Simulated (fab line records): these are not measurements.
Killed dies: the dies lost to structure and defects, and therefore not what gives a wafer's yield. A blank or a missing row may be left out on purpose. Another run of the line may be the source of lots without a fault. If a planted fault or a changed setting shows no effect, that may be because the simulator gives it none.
Which tool did it? -- flow gf180mcu -- 13 lots, 38 wafers sampled, at 5 steps of a route of 602

## WHAT THE GAUGES READ, wafer by wafer
GF_CONTACT_RS_MEAS_25: measures by four-point-probe. Usual: CONTACT_W_RS 0.384 ohm/sq, standard deviation 0.0042.
lot,measured,on,CONTACT_W_RS (ohm/sq),flag
L384,day 16 20:17,film metro-01,0.385 0.374 0.382,
L388,day 18 01:35,film metro-04,0.385 0.386 0.389,
L389,day 18 11:35,film metro-04,0.384 0.377 0.383,
L390,day 19 02:09,film metro-02,0.390 0.384 0.388,
L391,day 19 10:53,film metro-02,0.385 0.386 0.388,
L392,day 19 19:02,film metro-04,0.386 0.386 0.390,
L393,day 20 03:22,film metro-04,0.382 0.380 0.380,
L394,day 20 10:58,film metro-02,0.378 0.385 0.385,
L395,day 20 13:20,film metro-01,0.386 0.386,
L404,day 24 02:30,film metro-04,0.385 0.384 0.384,
L405,day 24 05:01,film metro-01,0.380 0.380 0.387,
L406,day 24 12:46,film metro-02,0.388 0.391 0.395,
L407,day 24 17:07,film metro-02,0.383 0.388 0.389,

GF_V1_CD_MEAS_14: the cd target is 260 nm. Usual: cd nm at 259.9 nm, with a standard deviation of 1.4.
lot,measured,on,cd nm (nm),flag
L384,day 18 22:20,cd sem-01,260.6 260.1 260.2,
L388,day 20 04:46,cd sem-01,261.0 259.9 259.6,
L389,day 20 15:15,cd sem-02,260.2 260.3 260.0,
L390,day 21 05:41,cd sem-01,260.6 261.0 260.5,
L391,day 21 13:59,cd sem-01,258.4 258.3 258.5,
L392,day 21 21:46,cd sem-02,258.3 276.9 258.6,OFF
L393,day 22 06:18,cd sem-01,261.4 259.9 278.6,OFF
L394,day 22 13:51,cd sem-01,258.2 259.1 259.8,
L395,day 22 16:22,cd sem-02,281.4 260.6,OFF
L404,day 26 00:23,cd sem-01,261.2 260.7 262.1,
L405,day 26 02:38,cd sem-01,261.4 260.6 261.3,
L406,day 26 10:32,cd sem-01,261.2 260.0 260.8,
L407,day 26 14:45,cd sem-01,258.6 258.3 257.8,

## WHICH TOOL RAN EACH LOT (tool, then ch and the chambers of the sampled wafers, then the start)
lot,GF_CONTACT_CVD_24,GF_CONTACT_CMP_27,GF_V1_EXPOSE_11
L384,"cvd w-02 ch 0,1, day 16 20:11","cmp-01 ch 0,1,2, day 16 20:31","krf scanner-01 ch 0, day 18 10:05"
L388,"cvd w-01 ch 0,1, day 18 01:29","cmp-02 ch 0,1,2, day 18 01:50","krf scanner-02 ch 0, day 19 17:02"
L389,"cvd w-02 ch 0,1, day 18 11:28","cmp-02 ch 0,1, day 18 11:47","krf scanner-01 ch 0, day 20 03:20"
L390,"cvd w-01 ch 0,1, day 19 02:03","cmp-01 ch 0,2,3, day 19 02:20","krf scanner-02 ch 0, day 20 17:26"
L391,"cvd w-02 ch 0,1, day 19 10:47","cmp-02 ch 1,2,3, day 19 11:04","krf scanner-02 ch 0, day 21 02:26"
L392,"cvd w-01 ch 0,1, day 19 18:55","cmp-02 ch 0,3, day 19 19:13","krf scanner-02 ch 0, day 21 09:55"
L393,"cvd w-02 ch 0, day 20 03:14","cmp-01 ch 1,2,3, day 20 03:34","krf scanner-02 ch 0, day 21 18:02"
L394,"cvd w-01 ch 0,1, day 20 10:50","cmp-02 ch 0,1,2, day 20 11:07","krf scanner-01 ch 0, day 22 02:38"
L395,"cvd w-01 ch 0,1, day 20 13:14","cmp-01 ch 1,2, day 20 13:37","krf scanner-02 ch 0, day 22 05:16"
L404,"cvd w-01 ch 0,1, day 24 02:24","cmp-02 ch 2,3, day 24 02:41","krf scanner-02 ch 0, day 25 13:40"
L405,"cvd w-01 ch 0,1, day 24 04:53","cmp-02 ch 2,3, day 24 05:13","krf scanner-02 ch 0, day 25 15:41"
L406,"cvd w-01 ch 0,1, day 24 12:38","cmp-02 ch 0,1, day 24 12:58","krf scanner-02 ch 0, day 26 00:05"
L407,"cvd w-01 ch 0,1, day 24 16:59","cmp-01 ch 1,2, day 24 17:16","krf scanner-02 ch 0, day 26 04:38"
- GF_CONTACT_CVD_24: deposits W, target thk 300 nm, time 90.339 s.
- GF_CONTACT_CMP_27: polishes, stops on SiO2, t overpolish 15 s, target thk 0 nm.
- GF_V1_EXPOSE_11: exposes mask Via1, target cd 260 nm.

## AS READ BY THE TOOLS THEMSELVES (means over the sampled wafers that have a number; for cases with no such wafer, the mark the record gives instead)
GF_CONTACT_CVD_24. Usual: heater power w at 885 W, with a standard deviation of 130.
lot,tool,heater power w (W),flag
L384,cvd w-02,1044,
L388,cvd w-01,789,
L389,cvd w-02,1028,
L390,cvd w-01,796,
L391,cvd w-02,1014,
L392,cvd w-01,769,
L393,cvd w-02,1074,
L394,cvd w-01,765,
L395,cvd w-01,775,
L404,cvd w-01,798,
L405,cvd w-01,809,
L406,cvd w-01,818,
L407,cvd w-01,789,

GF_CONTACT_CMP_27. Usual: head pressure psi 3.501 psi, standard deviation 0.0073; motor current A 11.2 A, standard deviation 0.86; overpolish run s 15.000 s, standard deviation 0.0098; retaining ring pressure frac 1.000, standard deviation 0.0045; time to endpoint s 71.7 s, standard deviation 2.2.
lot,tool,head pressure psi (psi),motor current A (A),overpolish run s (s),retaining ring pressure frac,time to endpoint s (s),flag
L384,cmp-01,3.499,11.4,14.993,1.000,72.2,
L388,cmp-02,3.506,10.7,14.989,1.003,74.0,
L389,cmp-02,3.492,10.1,14.999,0.994,73.9,
L390,cmp-01,3.508,11.6,14.999,0.997,70.4,
L391,cmp-02,3.497,11.5,15.004,0.997,70.2,
L392,cmp-02,3.493,10.8,14.999,1.000,69.6,
L393,cmp-01,3.511,11.6,15.005,1.002,72.6,
L394,cmp-02,3.499,10.8,15.002,0.999,72.0,
L395,cmp-01,3.498,11.0,15.003,1.000,67.2,
L404,cmp-02,3.501,11.6,14.996,1.002,70.7,
L405,cmp-02,3.501,11.8,15.003,1.002,72.2,
L406,cmp-02,3.500,10.2,15.003,0.999,71.7,
L407,cmp-01,3.506,11.1,15.006,1.004,72.2,

## THE ANSWER, worked out from the rows above alone
Rule: a lot is off if the mean of its wafers that have a number lies more than 3 standard deviations from the usual mean. Also off: a lot with no number at a reading for which 4 or more lots have one. The other lots that the step has rows for count as sound. Order of review: gauges by route order, followed by the tools' own readings, for which a lot's mean as printed above is used. At the first step where some lot is off, the reading lying furthest off is the one used; lots without a number count as furthest.
Off, at GF_V1_CD_MEAS_14 on cd nm: L392, L393, L395.
A tool fits if, at a process step before that reading, it ran every lot that is off, and no sound lot after the first of them. Gauges at GF_V1_CD_MEAS_14: tried the same way as those tools. Of those tried, none fits.

## WHAT THE SIMULATOR HAD PUT IN
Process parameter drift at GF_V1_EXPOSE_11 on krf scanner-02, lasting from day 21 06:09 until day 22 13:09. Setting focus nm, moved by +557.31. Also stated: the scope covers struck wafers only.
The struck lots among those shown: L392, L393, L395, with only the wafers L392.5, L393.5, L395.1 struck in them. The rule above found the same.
